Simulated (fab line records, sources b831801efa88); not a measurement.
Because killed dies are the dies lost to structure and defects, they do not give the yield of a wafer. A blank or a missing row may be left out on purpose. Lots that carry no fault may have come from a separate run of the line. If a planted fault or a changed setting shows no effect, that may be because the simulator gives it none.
Which of the tools did it? :: flow gf180mcu :: 13 lots, 39 wafers sampled, at 3 steps of a route of 602

== WHAT EACH GAUGE READ, for each wafer ==
GF_HV_LDD_TW_MEAS_11.
lot: L566
measured: day 10 05:37
on: film_metro-02
HV_LDD_TW: 2419 2411 2417

lot: L568
measured: day 10 16:40
on: film_metro-01
HV_LDD_TW: 2408 2388 2394

lot: L571
measured: day 11 12:38
on: film_metro-01
HV_LDD_TW: 2384 2375 2379

lot: L572
measured: day 11 19:37
on: film_metro-04
HV_LDD_TW: 2400 2380 2406

lot: L573
measured: day 12 08:19
on: film_metro-01
HV_LDD_TW: 2409 2396 2390

lot: L575
measured: day 12 13:43
on: film_metro-02
HV_LDD_TW: 2400 2406 2399

lot: L582
measured: day 14 23:46
on: film_metro-01
HV_LDD_TW: 2438 2413 2424

lot: L583
measured: day 15 12:40
on: film_metro-02
HV_LDD_TW: 2445 2452 2442 2443 2445 2431

lot: L584
measured: day 15 17:13
on: film_metro-04
HV_LDD_TW: 2409 2407 2406

lot: L585
measured: day 16 01:25
on: film_metro-02
HV_LDD_TW: 2407 2400 2400

lot: L587
measured: day 16 17:50
on: film_metro-02
HV_LDD_TW: 2382 2393 2401

lot: L588
measured: day 16 23:13
on: film_metro-01
HV_LDD_TW: 2399 2388 2376

lot: L589
measured: day 17 07:00
on: film_metro-02
HV_LDD_TW: 2401 2386 2394

GF_V1_OVL_MEAS_15.
lot: L566
measured: day 18 10:44
on: overlay-02
V1_OVL (nm): 0 0 2

lot: L568
measured: day 18 22:59
on: overlay-01
V1_OVL (nm): -1 -1 9

lot: L571
measured: day 20 04:31
on: overlay-02
V1_OVL (nm): 7 -4 -5

lot: L572
measured: day 20 12:13
on: overlay-01
V1_OVL (nm): -9 -12 -7

lot: L573
measured: day 21 03:31
on: overlay-02
V1_OVL (nm): -1 -13 -2

lot: L575
measured: day 21 08:41
on: overlay-01
V1_OVL (nm): -6 -2 -2

lot: L582
measured: day 24 02:27
on: overlay-02
V1_OVL (nm): -15 -10 -9

lot: L583
measured: day 24 17:02
on: overlay-01
V1_OVL (nm): 6 3 -1

lot: L584
measured: day 24 20:37
on: overlay-02
V1_OVL (nm): -6 -3 -3

lot: L585
measured: day 25 04:50
on: overlay-01
V1_OVL (nm): -2 -5 -1

lot: L587
measured: day 25 22:08
on: overlay-02
V1_OVL (nm): -3 -3 -4

lot: L588
measured: day 25 23:35
on: overlay-02
V1_OVL (nm): 4 1 9

lot: L589
measured: day 26 09:16
on: overlay-01
V1_OVL (nm): -11 -10 -15

== WHICH TOOL RAN EACH LOT (tool, then ch and the chambers of the sampled wafers, then the start) ==
lot: L566
GF_HV_LDD_IMPLANT_09: implanter-01 ch 0, day 10 05:22

lot: L568
GF_HV_LDD_IMPLANT_09: implanter-03 ch 0, day 10 16:23

lot: L571
GF_HV_LDD_IMPLANT_09: implanter-03 ch 0, day 11 12:25

lot: L572
GF_HV_LDD_IMPLANT_09: implanter-01 ch 0, day 11 19:24

lot: L573
GF_HV_LDD_IMPLANT_09: implanter-02 ch 0, day 12 08:04

lot: L575
GF_HV_LDD_IMPLANT_09: implanter-02 ch 0, day 12 13:28

lot: L582
GF_HV_LDD_IMPLANT_09: implanter-02 ch 0, day 14 23:32

lot: L583
GF_HV_LDD_IMPLANT_09: implanter-02 ch 0, day 15 12:25

lot: L584
GF_HV_LDD_IMPLANT_09: implanter-01 ch 0, day 15 16:58

lot: L585
GF_HV_LDD_IMPLANT_09: implanter-01 ch 0, day 16 01:10

lot: L587
GF_HV_LDD_IMPLANT_09: implanter-01 ch 0, day 16 17:37

lot: L588
GF_HV_LDD_IMPLANT_09: implanter-03 ch 0, day 16 22:58

lot: L589
GF_HV_LDD_IMPLANT_09: implanter-01 ch 0, day 17 06:45
- GF_HV_LDD_IMPLANT_09

== WHAT THE TOOLS THEMSELVES READ (means of the sampled wafers that have a number; where no wafer has one, the mark that the record gives instead) ==
GF_HV_LDD_IMPLANT_09.
lot: L566
tool: implanter-01
beam_energy_keV: 40.005
beam_on_s (s): 10.00

lot: L568
tool: implanter-03
beam_energy_keV: 40.014
beam_on_s (s): 10.00

lot: L571
tool: implanter-03
beam_energy_keV: 39.998
beam_on_s (s): 10.14

lot: L572
tool: implanter-01
beam_energy_keV: 39.998
beam_on_s (s): 10.25

lot: L573
tool: implanter-02
beam_energy_keV: 39.984
beam_on_s (s): 9.85

lot: L575
tool: implanter-02
beam_energy_keV: 40.000
beam_on_s (s): 9.99

lot: L582
tool: implanter-02
beam_energy_keV: 41.539
beam_on_s (s): 10.05

lot: L583
tool: implanter-02
beam_energy_keV: 41.541
beam_on_s (s): 10.21

lot: L584
tool: implanter-01
beam_energy_keV: 40.005
beam_on_s (s): 10.07

lot: L585
tool: implanter-01
beam_energy_keV: 40.005
beam_on_s (s): 9.86

lot: L587
tool: implanter-01
beam_energy_keV: 40.014
beam_on_s (s): 9.95

lot: L588
tool: implanter-03
beam_energy_keV: 40.008
beam_on_s (s): 9.95

lot: L589
tool: implanter-01
beam_energy_keV: 40.015
beam_on_s (s): 10.21

== THE ANSWER, worked out from the rows above alone ==
Rule: the usual values come from the lots themselves. Put in order of their means at a reading, lots are off if they are a third of the lots or fewer, leave a main group of 4 or more, and stand apart from it by a gap of 3 or more times the standard deviation of the main group's means; of several such gaps the widest counts. If all means in a main group match to the digits the tables above print for the reading, that group is not used. A lot without any number at a reading at which 4 lots or more have one is off too. All remaining lots with rows at the step are treated as sound. After the gauges, taken in route order, come the tools' own readings; for these a lot's mean is taken, as printed above. The first step at which some lot is off is used, and at that step the reading that is off furthest; a lot without a number counts as furthest.
Off at GF_HV_LDD_IMPLANT_09 (beam_energy_keV): L582, L583. For the main group the mean is 40.004 and the standard deviation 0.0087.
If a tool, at that step or one of the process steps before it, ran each lot that is off and ran no sound lot following the first of them, it fits. One fits: implanter-02 at GF_HV_LDD_IMPLANT_09. A fault onset in the window from L575 (day 12 13:28, its last sound lot) to L582 (day 14 23:32, its first lot off) fits.
The tool's own readings at GF_HV_LDD_IMPLANT_09 bear it out: on the lots that are off they differ by more than 5 times the standard deviation of the sound lots' means. beam_energy_keV reads 41.540 there against 40.004 on the sound lots.

== WHAT THE SIMULATOR PUT IN ==
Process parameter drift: implanter-02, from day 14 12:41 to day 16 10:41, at GF_HV_LDD_IMPLANT_09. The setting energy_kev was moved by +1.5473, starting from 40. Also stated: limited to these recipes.
Shown lots that were struck: L582, L583. This agrees with what the rule above found.
